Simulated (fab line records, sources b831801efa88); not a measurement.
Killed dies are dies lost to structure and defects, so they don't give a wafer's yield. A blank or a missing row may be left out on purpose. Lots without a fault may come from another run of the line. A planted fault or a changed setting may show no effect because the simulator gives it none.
fab line records | flow sky130
record lots=14 wafers=41 last_day=50
route steps=708 shown METAL4@600 CAP2M@603
lots that met no fault: from a run of the same line without faults
start_h: hours from the record's first day to the start of the lot's first wafer shown | wait_h: hours since the lot's step before | " the same as in the row above | L1.1+2: a row that stands for several wafers | - no value, or no start given | * or withheld: withheld | < > ~ a bound
route shown NAME@n: a module of which the file shows steps, and the number in the route of the first | usual: mean/standard deviation of fault-free wafers | same: alike in all rows | chamber/n: place in a boat | sites: the reading at each site | _std_site: their standard deviation | _edge_site: outer sites' mean less inner sites' | radius_mm: how far each site lies from the wafer's centre | mask NAME#n: copy n | behind: the tool/chamber that last shaped the wafer | hold: why the lot was held/for how many hours/how that ended | device: the transistor (n, p or np) that didn't switch | end of line: the same wafers' tests at the end of the route | a step without rows: its recipe alone | killed: dies lost to structure and defects at the first sort, not the wafer's yield | map: a wafer's dies, x killed, . not, _ none there
set.NAME: the setting as run; set.NAME@STEP: as run at that earlier step | model.NAME: the simulator's own value behind a step, which no gauge read
steps of the route over a sample of lots; a table a step, a row a wafer
services: from which hour (start_h, from the record's first day; less than 0 if before it) a tool's chamber was out of use, for how many hours, and why
## steps
# step SKY_METAL4_SPUTTER_02
# recipe material=AlCu target_thk_nm=735 power_w=10600 time_s=39.1 chamber_pressure_pa=0.4
# usual throttle_valve_pct=29.7/1.2
# columns lot.wafer tool chamber start_h wait_h throttle_valve_pct
L634.1 pvd_sputter-01 - 930.18 0.0 31.6
L634.4 " - " " 29.8
L634.5 " - " " 30.3
L635.3 pvd_sputter-03 - 931.42 0.0 29.5
L635.4 " - " " 29.6
L635.5 " - " " 29.6
L638.2 pvd_sputter-03 - 959.69 0.0 29.6
L638.4 " - " " 29.8
L638.6 " - " " 29.9
L639.2 pvd_sputter-02 - 960.93 0.0 28.4
L639.4 " - " " 29.8
L639.5 " - " " 29.9
L640.1 pvd_sputter-02 - 976.28 0.0 27.8
L640.2 " - " " 28.2
L640.3 " - " " 31.6
L641.1 pvd_sputter-01 - 982.72 0.0 31.2
L641.2 " - " " 30.0
L641.6 " - " " 30.1
L642.1 pvd_sputter-03 - 986.38 0.0 29.9
L642.4 " - " " 29.8
L642.6 " - " " 30.1
L643.1 pvd_sputter-01 - 994.51 0.0 29.8
L643.3 " - " " 27.3
L643.5 " - " " 30.2
L644.1 pvd_sputter-02 - 998.74 0.0 27.8
L644.5 " - " " 31.7
L644.6 " - " " 29.8
L646.2 pvd_sputter-03 - 1018.24 0.0 30.0
L646.3 " - " " 29.5
L646.6 " - " " 29.7
L647.2 pvd_sputter-01 - 1029.46 0.0 30.4
L647.5 " - " " 29.9
L647.6 " - " " 31.6
L652.1 pvd_sputter-03 - 1058.35 0.0 29.6
L652.5 " - " " 29.7
L656.2 pvd_sputter-02 - 1080.45 0.0 28.4
L656.4 " - " " 31.7
L656.6 " - " " 31.6
L657.1 pvd_sputter-01 - 1088.45 0.0 31.2
L657.4 " - " " 29.9
L657.5 " - " " 27.7
# step SKY_METAL4_SPUTTER_03
# recipe material=Ti target_thk_nm=5 power_w=3000 time_s=3.3 chamber_pressure_pa=0.4
# usual throttle_valve_pct=29.7/1.2
# columns lot.wafer tool chamber start_h wait_h throttle_valve_pct
L634.1 pvd_sputter-01 - 930.22 0.0 31.5
L634.4 " - " " 29.8
L634.5 " - " " 30.2
L635.3 pvd_sputter-03 - 931.46 0.0 29.6
L635.4 " - " " 29.7
L635.5 " - " " 29.8
L638.2 pvd_sputter-03 - 959.73 0.0 29.4
L638.4 " - " " 29.4
L638.6 " - " " 29.9
L639.2 pvd_sputter-02 - 960.97 0.0 28.3
L639.4 " - " " 29.8
L639.5 " - " " 29.8
L640.1 pvd_sputter-02 - 976.32 0.0 27.8
L640.2 " - " " 28.4
L640.3 " - " " 31.7
L641.1 pvd_sputter-01 - 982.76 0.0 31.5
L641.2 " - " " 29.8
L641.6 " - " " 29.8
L642.1 pvd_sputter-03 - 986.42 0.0 30.0
L642.4 " - " " 29.8
L642.6 " - " " 29.9
L643.1 pvd_sputter-01 - 994.55 0.0 29.8
L643.3 " - " " 27.4
L643.5 " - " " 30.5
L644.1 pvd_sputter-02 - 998.78 0.0 27.9
L644.5 " - " " 31.8
L644.6 " - " " 29.8
L646.2 pvd_sputter-03 - 1018.28 0.0 29.9
L646.3 " - " " 29.6
L646.6 " - " " 29.1
L647.2 pvd_sputter-01 - 1029.50 0.0 30.3
L647.5 " - " " 29.9
L647.6 " - " " 31.1
L652.1 pvd_sputter-03 - 1058.39 0.0 30.0
L652.5 " - " " 29.8
L656.2 pvd_sputter-02 - 1080.49 0.0 28.2
L656.4 " - " " 31.5
L656.6 " - " " 31.6
L657.1 pvd_sputter-01 - 1088.49 0.0 31.3
L657.4 " - " " 29.6
L657.5 " - " " 27.3
# step SKY_CAP2M_CVD_00
# recipe material=SiO2 target_thk_nm=15.5 temp_c=400 time_s=withheld rf_w=450
# usual heater_power_w=678/95
# columns lot.wafer tool chamber start_h wait_h heater_power_w
L634.1 pecvd-03 0 930.28 0.0 888
L634.4 " 0 " " 886
L634.5 " 2 " " 584
L635.3 pecvd-01 0 931.53 0.0 670
L635.4 " 0 " " 668
L635.5 " 1 " " 697
L638.2 pecvd-01 2 959.80 0.0 847
L638.4 " 1 " " 788
L638.6 " 0 " " 668
L639.2 pecvd-04 2 961.04 0.0 623
L639.4 " 1 " " 543
L639.5 " 0 " " 675
L640.1 pecvd-03 0 976.39 0.0 932
L640.2 " 2 " " 619
L640.3 " 1 " " 690
L641.1 pecvd-01 2 982.82 0.0 691
L641.2 " 1 " " 787
L641.6 " 2 " " 676
L642.1 pecvd-04 0 986.49 0.0 766
L642.4 " 2 " " 607
L642.6 " 0 " " 772
L643.1 pecvd-04 0 994.62 0.0 734
L643.3 " 1 " " 611
L643.5 " 0 " " 717
L644.1 pecvd-04 1 998.85 0.0 577
L644.5 " 2 " " 572
L644.6 " 1 " " 579
L646.2 pecvd-04 0 1018.35 0.0 752
L646.3 " 1 " " 582
L646.6 " 1 " " 608
L647.2 pecvd-01 0 1029.57 0.0 713
L647.5 " 1 " " 790
L647.6 " 2 " " 691
L652.1 pecvd-04 0 1058.45 0.0 773
L652.5 " 0 " " 781
L656.2 pecvd-04 1 1080.56 0.0 530
L656.4 " 1 " " 530
L656.6 " 0 " " 720
L657.1 pecvd-04 1 1088.56 0.0 591
L657.4 " 0 " " 726
L657.5 " 1 " " 575
# step SKY_METAL4_ETCH_17
# recipe target=SiO2 stop_on=TiN chemistry=C4F8/O2/Ar source_w=1500 bias_w=1200 pressure_mtorr=40 c4f8_flow_sccm=withheld O2_flow_sccm=6 Ar_flow_sccm=300 time_s=3.9 target_depth_a=150
# usual oes_product_au=0.753/0.0064
# columns lot.wafer tool chamber start_h wait_h oes_product_au rf_hours_counter_h
L634.1 rie_diel-04 3 979.53 0.1 0.747 11
L634.4 " 1 " " 0.756 7
L634.5 " 3 " " 0.749 -
L635.3 rie_diel-02 2 981.62 0.0 0.758 22
L635.4 " 3 " " 0.743 -
L635.5 " 2 " " 0.757 -
L638.2 rie_diel-03 0 1008.03 0.1 0.746 14
L638.4 " 3 " " 0.748 22
L638.6 " 3 " " 0.749 -
L639.2 rie_diel-02 2 1008.19 0.1 0.751 23
L639.4 " 0 " " 0.756 12
L639.5 " 2 " " 0.753 -
L640.1 rie_diel-04 2 1023.01 0.2 0.756 16
L640.2 " 1 " " 0.764 8
L640.3 " 0 " " 0.754 17
L641.1 rie_diel-04 2 1029.66 0.2 0.745 16
L641.2 " 0 " " 0.748 17
L641.6 " 1 " " 0.755 -
L642.1 rie_diel-02 2 1034.34 0.1 0.755 24
L642.4 " 1 " " 0.748 17
L642.6 " 0 " " 0.753 -
L643.1 rie_diel-04 2 1040.69 0.1 0.747 17
L643.3 " 3 " " 0.757 13
L643.5 " 2 " " 0.751 -
L644.1 rie_diel-03 2 1047.22 0.1 0.758 10
L644.5 " 2 " " 0.753 -
L644.6 " 1 " " 0.764 -
L646.2 rie_diel-04 0 1063.42 0.1 0.742 18
L646.3 " 3 " " 0.747 13
L646.6 " 3 " " 0.760 -
L647.2 rie_diel-02 2 1075.78 0.1 0.752 25
L647.5 " 1 " " 0.754 -
L647.6 " 0 " " 0.752 -
L652.1 rie_diel-03 2 1101.29 0.1 0.753 12
L652.5 " 2 " " 0.759 -
L656.2 rie_diel-02 3 1122.27 0.1 0.741 13
L656.4 " 1 " " 0.758 20
L656.6 " 3 " " 0.754 -
L657.1 rie_diel-03 2 1129.82 0.1 0.759 13
L657.4 " 3 " " 0.756 27
L657.5 " 3 " " 0.753 -
# step SKY_METAL4_METAL_ETCH_18
# recipe target_depth_a=8450 stop_on=SiO2 over_etch_frac=0.3 time_s=183.1 chemistry=Cl2/BCl3 resist_sidewall_deg=88 pressure_mtorr=10 icp_w=900 bias_w=48.5 Cl2_flow_sccm=60 bcl3_flow_sccm=30
# usual drypump_motor_current_A=5.7/0.31 oes_product_au=0.866/0.006 throttle_valve_pct=22.263/0.0092
# columns lot.wafer tool chamber start_h wait_h drypump_motor_current_A oes_product_au rf_hours_counter_h throttle_valve_pct
L634.1 rie_metal-04 0 979.54 0.0 6.0 0.868 4 22.262
L634.4 " 1 " " 5.2 0.874 - 22.250
L634.5 " 0 " " 6.0 0.860 - 22.250
L635.3 rie_metal-03 0 981.70 0.1 5.9 0.866 - 22.267
L635.4 " 1 " " 5.8 0.868 - 22.262
L635.5 " 0 " " 5.9 0.870 - 22.262
L638.2 rie_metal-03 1 1008.04 0.0 5.8 0.873 21 22.270
L638.4 " 1 " " 5.8 0.876 - 22.282
L638.6 " 1 " " 5.8 0.869 - 22.273
L639.2 rie_metal-04 1 1008.21 0.0 5.2 0.869 23 22.260
L639.4 " 0 " " 6.0 0.871 - 22.269
L639.5 " 0 " " 6.0 0.875 - 22.273
L640.1 rie_metal-03 0 1023.02 0.0 5.9 0.862 6 22.275
L640.2 " 0 " " 5.9 0.871 - 22.259
L640.3 " 0 " " 5.9 0.873 - 22.270
L641.1 rie_metal-04 0 1029.67 0.0 6.0 0.871 8 22.259
L641.2 " 0 " " 6.0 0.865 - 22.259
L641.6 " 0 " " 6.0 0.857 - 22.253
L642.1 rie_metal-02 1 1034.36 0.0 5.8 0.860 4 22.270
L642.4 " 0 " " 5.2 0.861 - 22.249
L642.6 " 0 " " 5.2 0.864 - 22.270
L643.1 rie_metal-02 1 1040.71 0.0 5.8 0.867 5 22.265
L643.3 " 1 " " 5.8 0.873 - 22.260
L643.5 " 1 " " 5.7 0.864 - 22.256
L644.1 rie_metal-04 0 1047.24 0.0 6.0 0.865 9 22.266
L644.5 " 0 " " 6.0 0.881 - 22.250
L644.6 " 1 " " 5.2 0.881 - 22.254
L646.2 rie_metal-03 0 1063.44 0.0 5.9 0.855 9 22.263
L646.3 " 0 " " 5.9 0.859 - 22.270
L646.6 " 1 " " 5.8 0.996 - 22.271
L647.2 rie_metal-03 0 1075.79 0.0 5.8 0.867 10 22.266
L647.5 " 0 " " 5.8 0.861 - 22.246
L647.6 " 1 " " 5.8 0.868 - 22.251
L652.1 rie_metal-04 0 1101.31 0.0 6.0 0.999 13 22.269
L652.5 " 0 " " 6.0 0.871 - 22.261
L656.2 rie_metal-03 1 1122.29 0.0 5.8 0.858 7 22.270
L656.4 " 0 " " 5.8 0.869 - 22.270
L656.6 " 0 " " 5.9 0.871 - 22.270
L657.1 rie_metal-03 0 1129.84 0.0 5.9 0.869 14 22.264
L657.4 " 0 " " 5.8 0.866 - 22.258
L657.5 " 0 " " 5.9 0.862 - 22.270
## services
# columns tool chamber start_h hours kind
pecvd-03 - 910.52 1.2 repair
rie_diel-03 3 917.58 10.7 repair
pecvd-04 1 923.10 8.3 repair
rie_diel-03 1 923.96 3.2 repair
rie_diel-03 - 925.28 1.8 repair
pecvd-04 0 928.31 12.2 repair
rie_diel-02 0 946.22 1.4 repair
rie_diel-02 0 950.05 39.6 repair
pvd_sputter-02 - 967.72 1.6 repair
rie_metal-03 - 987.69 4.4 repair
pvd_sputter-03 - 994.57 1.2 repair
rie_diel-04 0 998.50 10.6 repair
rie_diel-02 - 1013.74 1.7 repair
pecvd-01 - 1021.31 1.6 repair
rie_diel-04 - 1025.67 0.1 repair
rie_diel-03 3 1026.82 2.6 repair
rie_diel-04 1 1039.09 7.6 repair
pvd_sputter-03 - 1045.94 2.6 repair
pecvd-01 - 1053.19 0.6 repair
rie_diel-04 - 1054.51 1.3 repair
rie_diel-03 2 1084.70 4.6 repair
pecvd-04 - 1084.77 1.1 repair
pecvd-01 1 1102.84 4.1 repair
pvd_sputter-01 - 1104.17 11.2 repair
## key
first_sign step=SKY_METAL4_METAL_ETCH_18 reading=oes_product_au direction=up sigmas=22 usual=0.866 struck=0.997
effect none on later readings
met_at SKY_METAL4_SPUTTER_02
struck_lots L646,L652
struck_wafers L646.6,L652.1
later_rows_left_out L646.6,L652.1
sort_left_out L646.6,L652.1
not_acting_at SKY_METAL4_SPUTTER_03,SKY_CAP2M_CVD_00,SKY_METAL4_ETCH_17
onset_between 986.38 1018.24
fault kind=process_parameter_drift tool=pvd_sputter-03 chamber=- onset_h=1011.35 steps=SKY_METAL4_SPUTTER_02 channel=time_s offset=* shape=step end_h=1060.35 scope=struck_wafers_only acts_in=* stated=*
# sort_left_out: the simulated sort isn't trusted on such a fault, so these wafers' sort isn't shown, and their yield isn't known
# later_rows_left_out: the simulator's readings of these wafers behind a module that went badly wrong aren't trusted and aren't shown, but for the sort
